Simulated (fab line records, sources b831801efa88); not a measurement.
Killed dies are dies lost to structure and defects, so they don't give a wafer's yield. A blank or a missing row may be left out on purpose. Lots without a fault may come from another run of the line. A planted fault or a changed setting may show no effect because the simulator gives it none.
Which tool did it? | flow sky130 | 10 lots, 30 wafers sampled, at 6 steps of a route of 708

WHAT THE GAUGES READ, wafer by wafer
SKY_CAPM_RS_MEAS_03: measures by four-point-probe.
lot  | measured     | on            | CAPM_TIN_RS (ohm/sq)
L763 | day 36 17:06 | film_metro-03 | 6.86 6.95 6.88
L767 | day 37 20:59 | film_metro-01 | 7.07 6.99 6.92
L768 | day 38 10:25 | film_metro-01 | 6.99 6.85 6.83
L770 | day 38 19:50 | film_metro-01 | 6.94 7.01 6.91
L773 | day 40 00:43 | film_metro-03 | 6.97 6.95 6.97
L774 | day 40 09:44 | film_metro-04 | 6.91 6.91 6.91
L775 | day 40 10:50 | film_metro-01 | 6.90 6.86 6.90
L779 | day 41 09:32 | film_metro-03 | 7.09 7.36 7.01
L781 | day 41 21:35 | film_metro-04 | 7.01 7.27 7.04
L785 | day 43 00:04 | film_metro-03 | 6.79 6.82 6.81

SKY_CAPM_THK_MEAS_04: measures by xrf.
lot  | measured     | on            | CAPM_TIN_THK (nm)
L763 | day 36 17:13 | film_metro-03 | 202 202 203
L767 | day 37 21:05 | film_metro-01 | 194 196 199
L768 | day 38 10:31 | film_metro-01 | 196 200 200
L770 | day 38 19:56 | film_metro-01 | 198 196 198
L773 | day 40 00:50 | film_metro-03 | 199 199 198
L774 | day 40 09:51 | film_metro-04 | 204 203 204
L775 | day 40 10:56 | film_metro-01 | 199 200 199
L779 | day 41 09:39 | film_metro-03 | 197 190 199
L781 | day 41 21:41 | film_metro-04 | 200 193 199
L785 | day 43 00:11 | film_metro-03 | 205 205 205

WHICH TOOL RAN EACH LOT (tool, then ch and the chambers of the sampled wafers, then the start)
lot  | SKY_CONTACT_ETCH_16                | SKY_VIA1_CVD_21               | SKY_METAL2_SPUTTER_04        | SKY_CAPM_SPUTTER_02
L763 | rie_diel-03 ch 0,2,3, day 31 21:28 | cvd_w-01 ch 0,1, day 34 07:08 | pvd_sputter-01, day 34 07:48 | pvd_sputter-02, day 36 16:58
L767 | rie_diel-02 ch 0,1,3, day 33 03:03 | cvd_w-01 ch 0,1, day 35 12:47 | pvd_sputter-04, day 35 13:27 | pvd_sputter-02, day 37 20:51
L768 | rie_diel-03 ch 1,2, day 33 17:37   | cvd_w-01 ch 0,1, day 36 03:13 | pvd_sputter-02, day 36 03:51 | pvd_sputter-01, day 38 10:16
L770 | rie_diel-02 ch 0,1,3, day 34 04:13 | cvd_w-01 ch 0,1, day 36 12:17 | pvd_sputter-01, day 36 13:10 | pvd_sputter-02, day 38 19:42
L773 | rie_diel-01 ch 0,1,3, day 35 09:24 | cvd_w-02 ch 0,1, day 37 17:51 | pvd_sputter-02, day 37 18:37 | pvd_sputter-02, day 40 00:36
L774 | rie_diel-01 ch 0,1,2, day 35 20:07 | cvd_w-01 ch 0,1, day 38 04:22 | pvd_sputter-01, day 38 05:02 | pvd_sputter-03, day 40 09:37
L775 | rie_diel-02 ch 1,3, day 35 20:21   | cvd_w-02 ch 0,1, day 38 04:43 | pvd_sputter-02, day 38 05:21 | pvd_sputter-03, day 40 10:41
L779 | rie_diel-01 ch 0,1, day 36 20:24   | cvd_w-02 ch 0,1, day 39 02:50 | pvd_sputter-02, day 39 04:10 | pvd_sputter-02, day 41 09:25
L781 | rie_diel-02 ch 0,1,2, day 37 10:37 | cvd_w-01 ch 1, day 39 16:44   | pvd_sputter-01, day 39 17:23 | pvd_sputter-02, day 41 21:27
L785 | rie_diel-03 ch 1,2,3, day 38 14:19 | cvd_w-01 ch 0, day 40 20:07   | pvd_sputter-02, day 40 20:52 | pvd_sputter-03, day 42 23:58
- SKY_CONTACT_ETCH_16: etches BARC in N2/H2, stops on SiO2, time 45.9 s, target depth 60 nm.
- SKY_VIA1_CVD_21: deposits W, target thk 270 nm, time 80.902 s.
- SKY_METAL2_SPUTTER_04: material TiN, target thk 70 nm, time 58.3 s.
- SKY_CAPM_SPUTTER_02: material TiN, target thk 200 nm, time 166.7 s.

WHAT THE TOOLS THEMSELVES READ (means of the sampled wafers that have a number; where no wafer has one, the mark that the record gives instead)
SKY_CONTACT_ETCH_16.
lot  | tool        | drypump_motor_current_A (A) | oes_product_au (a.u.) | throttle_valve_pct (%)
L763 | rie_diel-03 | 6.0                         | 0.855                 | 13.231
L767 | rie_diel-02 | 5.6                         | 0.852                 | 13.234
L768 | rie_diel-03 | 6.0                         | 0.850                 | 13.221
L770 | rie_diel-02 | 5.6                         | 0.860                 | 13.226
L773 | rie_diel-01 | 5.7                         | 0.850                 | 13.232
L774 | rie_diel-01 | 5.7                         | 0.853                 | 13.220
L775 | rie_diel-02 | 5.8                         | 0.852                 | 13.230
L779 | rie_diel-01 | 5.7                         | 0.853                 | 13.229
L781 | rie_diel-02 | 5.3                         | 0.851                 | 13.234
L785 | rie_diel-03 | 6.1                         | 0.857                 | 13.226

SKY_VIA1_CVD_21.
lot  | tool     | heater_power_w (W)
L763 | cvd_w-01 | 882
L767 | cvd_w-01 | 909
L768 | cvd_w-01 | 898
L770 | cvd_w-01 | 842
L773 | cvd_w-02 | 863
L774 | cvd_w-01 | 841
L775 | cvd_w-02 | 859
L779 | cvd_w-02 | 852
L781 | cvd_w-01 | 879
L785 | cvd_w-01 | 782

SKY_METAL2_SPUTTER_04.
lot  | tool           | cathode_dc_power_W (W) | throttle_valve_pct (%)
L763 | pvd_sputter-01 | 6500.1                 | 31.6
L767 | pvd_sputter-04 | 6502.6                 | 29.6
L768 | pvd_sputter-02 | 6498.9                 | 30.4
L770 | pvd_sputter-01 | 6499.9                 | 30.8
L773 | pvd_sputter-02 | 6501.3                 | 30.2
L774 | pvd_sputter-01 | 6499.8                 | 31.8
L775 | pvd_sputter-02 | 6500.3                 | 29.8
L779 | pvd_sputter-02 | 6499.7                 | 29.5
L781 | pvd_sputter-01 | 6498.8                 | 30.9
L785 | pvd_sputter-02 | 6499.7                 | 29.5

SKY_CAPM_SPUTTER_02.
lot  | tool           | cathode_dc_power_W (W) | throttle_valve_pct (%)
L763 | pvd_sputter-02 | 6500.6                 | 30.1
L767 | pvd_sputter-02 | 6500.6                 | 29.8
L768 | pvd_sputter-01 | 6499.1                 | 30.9
L770 | pvd_sputter-02 | 6499.8                 | 29.5
L773 | pvd_sputter-02 | 6498.1                 | 29.6
L774 | pvd_sputter-03 | 6501.0                 | 29.1
L775 | pvd_sputter-03 | 6500.2                 | 28.6
L779 | pvd_sputter-02 | 6499.6                 | 30.0
L781 | pvd_sputter-02 | 6500.2                 | 30.1
L785 | pvd_sputter-03 | 6500.4                 | 29.2

THE ANSWER, worked out from the rows above alone
Rule: what is usual is taken from the lots themselves. Put in order of their means at a reading, lots are off if they are a third of the lots or fewer, leave a main group of 4 or more, and stand apart from it by a gap of 3 or more times the standard deviation of the main group's means; of several such gaps the widest counts. A main group whose means are all the same, to the digits that the tables above print for the reading, isn't used. A lot without any number at a reading at which 4 lots or more have one is off too. The other lots that the step has rows for count as sound. The gauges are gone through in route order, then the tools' own readings, and for those a lot's mean is taken as printed above. The first step at which some lot is off is used, and at that step the reading that is off furthest; a lot without a number counts as furthest.
No lot is off at any reading shown: from this, nothing can be told.

WHAT THE SIMULATOR HAD PUT IN
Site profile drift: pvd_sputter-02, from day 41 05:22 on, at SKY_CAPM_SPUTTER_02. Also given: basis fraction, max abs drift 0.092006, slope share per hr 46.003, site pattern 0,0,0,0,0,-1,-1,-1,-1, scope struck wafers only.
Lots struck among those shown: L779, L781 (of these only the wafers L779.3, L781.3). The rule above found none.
